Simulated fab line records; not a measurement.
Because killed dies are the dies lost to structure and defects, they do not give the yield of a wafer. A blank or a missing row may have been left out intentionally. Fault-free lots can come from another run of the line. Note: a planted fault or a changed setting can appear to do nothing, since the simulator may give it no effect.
Comparing a struck lot with a sound one + flow gf180mcu + 14 out of 602 route steps
Sound: these wafers, L801.2, L801.5, L801.6. Wafers struck: L820.1, L820.2, L820.3. The cause is named last.
At each step with rows: each side's tool, then ch and its chambers, then its first start. Under that, the readings that differ: sound wafers + struck wafers + difference of the means + sigmas: that difference in standard deviations of wafers without a fault.
alike: same words and numbers on both sides, and readings whose means sit less than 2 such deviations apart. not compared: any withheld reading, any reading some wafer has no value for, any bound like >300 that may hide the same value, and any number with overlapping values for which the record gives no deviation.
Wherever a step has rows on one side only, a row that says differs or no value, or a row with sigmas, the two part there. Numbers that don't overlap but have no deviation are shown without sigmas and don't part them. A reading missing from all wafers of one side parts the sides only when that side holds two or more wafers.

GF_M3_SPUTTER_01: material TiN, target thk 30 nm, time 25 s.
  sound on pvdSputter-03 at day 20 19:19; struck on pvdSputter-04 at day 27 05:43
  alike: throttleValvePct
GF_M3_SPUTTER_02: material AlCu, target thk 450 nm, time 23.9 s.
  sound on pvdSputter-03 at day 20 19:21; struck on pvdSputter-04 at day 27 05:45
  alike: throttleValvePct
GF_M3_SPUTTER_03: material Ti, target thk 10 nm, time 6.7 s.
  sound on pvdSputter-03 at day 20 19:23; struck on pvdSputter-04 at day 27 05:47
  alike: throttleValvePct
GF_M3_SPUTTER_04: material TiN, target thk 50 nm, time 41.7 s.
  sound on pvdSputter-03 at day 20 19:24; struck on pvdSputter-04 at day 27 05:48
  alike: throttleValvePct
GF_M3_RS_MEAS_05: the measuring method here is four-point-probe.
  sound on filmMetro-01 at day 20 19:28; struck on filmMetro-02 at day 27 05:50
  alike: M3_ALCU_RS
GF_M3_THK_MEAS_06: measures by xrf.
  sound on filmMetro-01 at day 20 19:34; struck on filmMetro-02 at day 27 05:58
  alike: M3_ALCU_THK
then, 6 steps without rows for these wafers: GF_M3_DEHYDRATE_07 (time 60 s); GF_M3_HMDS_08 (prime time 60 s); GF_M3_COAT_09 (resist thk 1000 nm); GF_M3_SOFTBAKE_10 (time 60 s); GF_M3_EXPOSE_11 (exposes mask Metal3, target cd 280 nm); GF_M3_PEB_12 (peb time 90 s).
GF_M3_DEVELOP_13: develop time 60 s.
  struck on lithoTrack-02, day 28 01:25; sound on lithoTrack-01 ch 0, day 21 18:29
  no value came back on the struck wafers for chillPlateTempC (C), developTimeS (s), resistLineTempC (C); on the sound wafers chillPlateTempC (C) reads 22.98 23.01 23.08
| reading                            | sound           | struck         | difference | sigmas |
|------------------------------------|-----------------|----------------|------------|--------|
| model.KrF_of_M3_COAT_09.thkNm (nm) | 988.9 989 989.2 | 1004 1002 1007 | +15        |        |
GF_M3_CD_MEAS_14 targets a cd of 280 nm.
  sound on cdSem-01 at day 21 18:37; struck on cdSem-01 at day 28 01:37
| reading   | sound             | struck | difference                    | sigmas |
|-----------|-------------------|--------|-------------------------------|--------|
| cdNm (nm) | 278.3 278.4 277.5 | - - -  | no value on the struck wafers |        |

## WHERE THEY PART
At GF_M3_DEVELOP_13 first; at GF_M3_CD_MEAS_14 last (within this record only).

WHY: whatever the simulator had introduced
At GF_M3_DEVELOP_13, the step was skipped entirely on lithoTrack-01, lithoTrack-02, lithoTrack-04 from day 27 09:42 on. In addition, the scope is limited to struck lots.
